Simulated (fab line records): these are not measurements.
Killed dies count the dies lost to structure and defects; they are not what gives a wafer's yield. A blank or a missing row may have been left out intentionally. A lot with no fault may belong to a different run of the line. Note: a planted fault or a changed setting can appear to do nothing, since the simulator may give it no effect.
fab line records | flow gf180mcu
[record] lots = 6 | wafers = 18 | last-day = 34
route steps=602 shown HV_LDD@229 NSD@235
lots that met no fault: from a run of the same line without faults
start-h: start of the lot's first displayed wafer, in hours after the record's first day | wait-h: hours from the lot's prior step to this one | " as in the row above | L1.1+2: a single row standing in for several wafers | - no value, or no start given | * or withheld: withheld | < > ~ a bound
route shown NAME@n: names a module that has steps shown in the file, with the first one's number in the route | usual: mean/standard deviation of fault-free wafers | same: alike in all rows | chamber/n: place in a boat | sites: the reading at each site | _std_site: standard deviation across them | _edge_site: inner sites' mean taken away from outer sites' mean | radius-mm: how far each site lies from the wafer's centre | mask NAME#n: copy n | behind: the most recent tool/chamber to have shaped the wafer | hold: cause of the lot's hold/its duration in hours/its outcome | device: which transistor (n, p or np) failed to switch | end of line: tests run on the same wafers once the route is complete | a step without rows: its recipe alone | killed: the dies lost at the first sort to structure and to defects; this is not the yield of the wafer | map: a wafer's dies, marking killed ones x, the rest . and places with no die _
set.NAME: setting as actually run; set.NAME@STEP: the setting as run at that earlier step | model.NAME: the simulator's own value behind a step, which no gauge read
certain route steps with their lots: each step a table, each wafer a row
services: when a tool's chamber went out of use (start-h, in hours from the record's first day, below 0 if earlier), for how many hours, and the reason
[[steps]]
[step GF_HV_LDD_RS_MEAS_53]
[recipe] thk-meas-gauge = four-point-probe
[usual] HV_LDD_RS = 418.6/0.93
lot.wafer | tool          | chamber | start-h | wait-h | HV_LDD_RS[ohm/sq]
L394.1    | film-metro-04 | -       | 274.75  | 0.1    | 419.0
L394.3    | "             | -       | "       | "      | 419.9
L394.4    | "             | -       | "       | "      | 419.1
L395.3    | film-metro-04 | -       | 281.97  | 0.1    | 419.1
L395.5    | "             | -       | "       | "      | 420.1
L395.6    | "             | -       | "       | "      | 419.2
L400.1    | film-metro-02 | -       | 322.07  | 0.1    | 418.0
L400.5    | "             | -       | "       | "      | 419.3
L400.6    | "             | -       | "       | "      | 418.9
L401.1    | film-metro-04 | -       | 330.87  | 0.1    | 420.3
L401.2    | "             | -       | "       | "      | 420.1
L401.5    | "             | -       | "       | "      | 419.8
L414.3    | film-metro-04 | -       | 442.92  | 0.1    | 417.6
L414.4    | "             | -       | "       | "      | 418.7
L414.6    | "             | -       | "       | "      | 418.7
L413.4    | film-metro-04 | -       | 446.19  | 0.1    | 417.1
L413.5    | "             | -       | "       | "      | 418.1
L413.6    | "             | -       | "       | "      | 418.1
[step GF_HV_LDD_CVD_54]
[recipe] material = SiO2 | target-thk-nm = 10 | precursor = TEOS | temp-c = 680 | time-s = 75 | pressure-mtorr = 400
[step GF_HV_LDD_THK_MEAS_55]
[recipe] reads = SiO2_of_HV_LDD_CVD_54
[usual] HV_LDD_CVD_54_THK = 10.11/0.14
lot.wafer | tool          | chamber | start-h | wait-h | HV_LDD_CVD_54_THK[nm]
L394.1    | film-metro-02 | -       | 275.89  | 0.0    | 10.12
L394.3    | "             | -       | "       | "      | 9.99
L394.4    | "             | -       | "       | "      | 10.03
L395.3    | film-metro-02 | -       | 283.60  | 0.0    | 10.20
L395.5    | "             | -       | "       | "      | 10.26
L395.6    | "             | -       | "       | "      | 10.17
L400.1    | film-metro-04 | -       | 323.22  | 0.0    | 10.07
L400.5    | "             | -       | "       | "      | 10.04
L400.6    | "             | -       | "       | "      | 10.08
L401.1    | film-metro-02 | -       | 332.02  | 0.0    | 10.15
L401.2    | "             | -       | "       | "      | 10.13
L401.5    | "             | -       | "       | "      | 10.17
L414.3    | film-metro-04 | -       | 444.55  | 0.0    | 10.18
L414.4    | "             | -       | "       | "      | 10.07
L414.6    | "             | -       | "       | "      | 10.08
L413.4    | film-metro-01 | -       | 447.30  | 0.0    | 10.09
L413.5    | "             | -       | "       | "      | 10.02
L413.6    | "             | -       | "       | "      | 10.08
[step GF_HV_LDD_CVD_56]
[recipe] material = Si3N4 | precursor = DCS/NH3 | target-thk-nm = 90 | temp-c = 770 | time-s = 1543 | pressure-mtorr = 250
[step GF_HV_LDD_THK_MEAS_57]
[recipe] reads = Si3N4_of_HV_LDD_CVD_56
[usual] HV_LDD_CVD_56_THK = 90.5/0.99
lot.wafer | tool          | chamber | start-h | wait-h | HV_LDD_CVD_56_THK[nm]
L394.1    | film-metro-01 | -       | 277.38  | 0.0    | 89.3
L394.3    | "             | -       | "       | "      | 89.4
L394.4    | "             | -       | "       | "      | 88.9
L395.3    | film-metro-02 | -       | 285.09  | 0.0    | 89.9
L395.5    | "             | -       | "       | "      | 90.6
L395.6    | "             | -       | "       | "      | 90.1
L400.1    | film-metro-01 | -       | 324.70  | 0.0    | 91.2
L400.5    | "             | -       | "       | "      | 89.9
L400.6    | "             | -       | "       | "      | 89.6
L401.1    | film-metro-02 | -       | 333.56  | 0.1    | 89.2
L401.2    | "             | -       | "       | "      | 90.2
L401.5    | "             | -       | "       | "      | 89.8
L414.3    | film-metro-02 | -       | 446.75  | 0.0    | 90.3
L414.4    | "             | -       | "       | "      | 90.4
L414.6    | "             | -       | "       | "      | 90.3
L413.4    | film-metro-02 | -       | 449.51  | 0.0    | 90.0
L413.5    | "             | -       | "       | "      | 90.4
L413.6    | "             | -       | "       | "      | 89.9
[step GF_HV_LDD_ETCHBACK_58]
[recipe] chemistry = CH3F/O2 | target = Si3N4 | stop-on = SiO2 | source-w = 400 | bias-w = 80 | pressure-mtorr = 25 | ch3f-flow-sccm = 40 | O2_flow_sccm = 30 | time-s = 100 | target-depth-a = 900
[usual] chamber-pressure-mTorr = 25.002/0.023 | drypump-motor-current-A = 5.5/0.52 | oes-product-au = 0.845/0.0072 | throttle-valve-pct = 10.562/0.0093
lot.wafer | tool        | chamber | start-h | wait-h | chamber-pressure-mTorr | drypump-motor-current-A | oes-product-au | rf-hours-counter-h | throttle-valve-pct
L394.1    | rie-diel-04 | 2       | 277.44  | 0.1    | 25.017                 | 4.8                     | 0.841          | 55                 | 10.570
L394.3    | "           | 2       | "       | "      | 24.988                 | 4.8                     | 0.831          | -                  | 10.550
L394.4    | "           | 1       | "       | "      | 25.020                 | 6.4                     | 0.833          | -                  | 10.559
L395.3    | rie-diel-04 | 1       | 285.13  | 0.0    | 25.020                 | 6.3                     | 0.845          | 112                | 10.563
L395.5    | "           | 3       | "       | "      | 24.997                 | 5.3                     | 0.847          | -                  | 10.565
L395.6    | "           | 2       | "       | "      | 25.030                 | 4.7                     | 0.842          | -                  | 10.585
L400.1    | rie-diel-03 | 0       | 324.76  | 0.1    | 24.954                 | 6.6                     | 0.847          | 21                 | 10.567
L400.5    | "           | 3       | "       | "      | 25.017                 | 4.9                     | 0.843          | -                  | 10.566
L400.6    | "           | 2       | "       | "      | 25.003                 | 5.4                     | 0.833          | -                  | 10.567
L401.1    | rie-diel-03 | 0       | 333.62  | 0.1    | 25.048                 | 6.6                     | 0.844          | 21                 | 10.553
L401.2    | "           | 1       | "       | "      | 25.014                 | 5.3                     | 0.845          | 12                 | 10.553
L401.5    | "           | 3       | "       | "      | 24.970                 | 4.9                     | 0.846          | -                  | 10.560
L414.3    | rie-diel-04 | 3       | 446.79  | 0.0    | 24.989                 | 5.3                     | 0.844          | 25                 | 10.556
L414.4    | "           | 1       | "       | "      | 24.984                 | 6.4                     | 0.847          | 1                  | 10.558
L414.6    | "           | 3       | "       | "      | 25.002                 | 5.2                     | 0.841          | -                  | 10.579
L413.4    | rie-diel-03 | 1       | 449.54  | 0.0    | 25.015                 | 5.3                     | 0.829          | 15                 | 10.542
L413.5    | "           | 2       | "       | "      | 25.035                 | 5.4                     | 0.841          | -                  | 10.566
L413.6    | "           | 3       | "       | "      | 24.963                 | 4.9                     | 0.848          | -                  | 10.575
[step GF_NSD_DEHYDRATE_00]
[recipe] temp-c = 200 | time-s = 60
[step GF_NSD_HMDS_01]
[recipe] prime-time-s = 60 | prime-temp-c = 120
[step GF_NSD_COAT_02]
[recipe] resist = NOVOLAK | spin-rpm = 3000 | resist-thk-nm = 1000
[step GF_NSD_SOFTBAKE_03]
[recipe] temp-c = 90 | time-s = 60 | resist = NOVOLAK
[step GF_NSD_EXPOSE_04]
[recipe] mask-id = Nplus | target-cd-nm = 400 | na = 0.6 | source-shape = conventional | sigma-outer = 0.6 | dose-mj = 140
[step GF_NSD_PEB_05]
[recipe] temp-c = withheld | time-s = * | resist = NOVOLAK
[step GF_NSD_DEVELOP_06]
[recipe] develop-time-s = 60 | dev-temp-c = 23
[usual] chill-plate-temp-C = 22.99/0.11 | develop-time-s = 60/0
lot.wafer | tool           | chamber | start-h | wait-h | chill-plate-temp-C | develop-time-s
L394.1    | litho-track-02 | 0       | 297.10  | 0.1    | 23.08              | 60
L394.3    | "              | 0       | "       | "      | 23.12              | 60
L394.4    | "              | 0       | "       | "      | 23.02              | 60
L395.3    | litho-track-01 | 0       | 305.54  | 0.1    | 23.10              | 60
L395.5    | "              | 0       | "       | "      | 22.93              | 60
L395.6    | "              | 0       | "       | "      | 23.01              | 60
L400.1    | litho-track-04 | -       | 345.81  | 0.1    | -                  | -
L400.5    | "              | -       | "       | "      | -                  | -
L400.6    | "              | -       | "       | "      | -                  | -
L401.1    | litho-track-01 | -       | 354.99  | 0.1    | -                  | -
L401.2    | "              | -       | "       | "      | -                  | -
L401.5    | "              | -       | "       | "      | -                  | -
L414.3    | litho-track-02 | 0       | 471.09  | 0.1    | 22.81              | 60
L414.4    | "              | 0       | "       | "      | 22.95              | 60
L414.6    | "              | 0       | "       | "      | 22.85              | 60
L413.4    | litho-track-02 | 0       | 472.97  | 0.1    | 22.89              | 60
L413.5    | "              | 0       | "       | "      | 22.95              | 60
L413.6    | "              | 0       | "       | "      | 23.03              | 60
[step GF_NSD_CD_MEAS_07]
[recipe] target-cd-nm = 400
[usual] cd-nm = 400.0/1.9
lot.wafer | tool      | chamber | start-h | wait-h | cd-nm
L394.1    | cd-sem-02 | -       | 297.25  | 0.1    | 400.1
L394.3    | "         | -       | "       | "      | 400.5
L394.4    | "         | -       | "       | "      | 402.3
L395.3    | cd-sem-01 | -       | 305.68  | 0.1    | 399.6
L395.5    | "         | -       | "       | "      | 402.5
L395.6    | "         | -       | "       | "      | 401.4
L400.1    | cd-sem-02 | -       | 345.96  | 0.1    | -
L400.5    | "         | -       | "       | "      | -
L400.6    | "         | -       | "       | "      | -
L401.1    | cd-sem-01 | -       | 355.14  | 0.1    | -
L401.2    | "         | -       | "       | "      | -
L401.5    | "         | -       | "       | "      | -
L414.3    | cd-sem-02 | -       | 471.23  | 0.1    | 401.7
L414.4    | "         | -       | "       | "      | 401.9
L414.6    | "         | -       | "       | "      | 403.2
L413.4    | cd-sem-01 | -       | 473.10  | 0.1    | 397.8
L413.5    | "         | -       | "       | "      | 398.2
L413.6    | "         | -       | "       | "      | 396.9
[[services]]
tool        | chamber | start-h | hours | kind
rie-diel-04 | 0       | 259.09  | -     | clean
rie-diel-04 | 0       | 259.09  | 20.1  | scheduled-down
rie-diel-04 | 0       | 259.09  | 20.1  | vent-cycle
rie-diel-04 | 3       | 276.63  | 3.0   | repair
rie-diel-04 | 3       | 346.01  | 26.6  | repair
rie-diel-04 | 1       | 370.42  | 4.5   | repair
rie-diel-03 | -       | 387.12  | 2.8   | pm
rie-diel-03 | -       | 391.53  | 0.3   | repair
rie-diel-04 | 1       | 394.88  | -     | clean
rie-diel-04 | 1       | 394.88  | 12.7  | scheduled-down
rie-diel-04 | 1       | 394.88  | 12.7  | vent-cycle
rie-diel-03 | 0       | 398.74  | 19.3  | repair
rie-diel-03 | 2       | 418.09  | -     | clean
rie-diel-03 | 2       | 418.09  | 20.0  | scheduled-down
rie-diel-03 | 2       | 418.09  | 20.0  | vent-cycle
rie-diel-04 | 1       | 452.52  | 2.9   | repair
rie-diel-04 | 1       | 472.86  | 20.6  | repair
[[key]]
[first-sign] step = GF_NSD_DEVELOP_06 | reading = tool-record | direction = missing
effect none on later readings
met-at GF_NSD_DEVELOP_06
struck-wafers L400.1,L400.5,L400.6,L401.1,L401.2,L401.5
sort-left-out L400.1,L400.5,L400.6,L401.1,L401.2,L401.5
tester-left-out L400,L401
onset-between 305.54 345.81
[fault] kind = skipped-step-whole | tool = litho-track-01,litho-track-04 | chamber = - | onset-h = 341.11 | steps = GF_NSD_DEVELOP_06 | scope = struck-lots-only
// tester-left-out: of these lots the tester's yield and bins aren't shown, on N5 and GAA mostly nor the transistor test; their killed dies are dies lost to structure and defects alone, not to doping, threshold or leakage, so they don't give the yield
// sort-left-out: the simulated sort isn't trusted on such a fault, so these wafers' sort isn't shown, and their yield isn't known
